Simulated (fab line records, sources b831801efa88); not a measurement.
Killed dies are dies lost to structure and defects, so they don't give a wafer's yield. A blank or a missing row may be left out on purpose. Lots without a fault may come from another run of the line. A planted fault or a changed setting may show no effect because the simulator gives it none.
Chamber matching | flow gf180mcu | GF_V1_ETCH_16 on rie_diel-03: 4 sister chambers
The step etches BARC in N2/H2. 7 wafers are shown with their chamber, then 7 later ones without.

WAFERS WITH THEIR CHAMBER
wafer  | chamber | n2_flow_sccm (sccm) | oes_product_au (a.u.)
L365.3 | 2       | 100.8               | 0.848
L365.4 | 1       | 99.9                | 0.858
L367.2 | 2       | 100.5               | 0.854
L367.3 | 0       | 99.6                | 0.859
L367.4 | 3       | 99.4                | 0.855
L380.3 | 1       | 100.0               | 0.860
L380.4 | 3       | 100.5               | 0.854

WAFERS WITHOUT THEIR CHAMBER
wafer  | n2_flow_sccm (sccm) | oes_product_au (a.u.)
L380.5 | 100.0               | 0.860
L381.3 | 100.2               | 0.852
L381.4 | 100.1               | 0.856
L381.6 | 99.8                | 0.847
L383.2 | 100.0               | 0.850
L383.4 | 99.9                | 0.863
L383.6 | 99.8                | 0.848

WHICH CHAMBER EACH WENT THROUGH
wafer  | from the rows above               | in truth
L380.5 | can't be placed: 1 or 0 or 3      | 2
L381.3 | can't be placed: 2 or 3 or 1 or 0 | 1
L381.4 | can't be placed: 3 or 1 or 0 or 2 | 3
L381.6 | can't be placed: 2 or 3           | 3
L383.2 | can't be placed: 2 or 3           | 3
L383.4 | can't be placed: 1 or 0 or 3      | 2
L383.6 | can't be placed: 2 or 3           | 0
Placed correctly: 0 of 7. Can't be placed from these rows: 7 (the true chamber is among the candidates in 4). Placed wrongly: 0.
How it was worked out, from the rows above alone: a wafer's distance from a chamber is the root of the sum, over the readings, of the square of ((its reading less the chamber's mean) divided by the reading's scatter). The wafer belongs to the nearest chamber; if the next one is less than 2 further off, it can't be placed. A chamber's mean is the mean of its shown wafers. The scatter: the root of (the sum of the squares of (reading less its chamber's mean) over the shown wafers, divided by (wafers less chambers)).
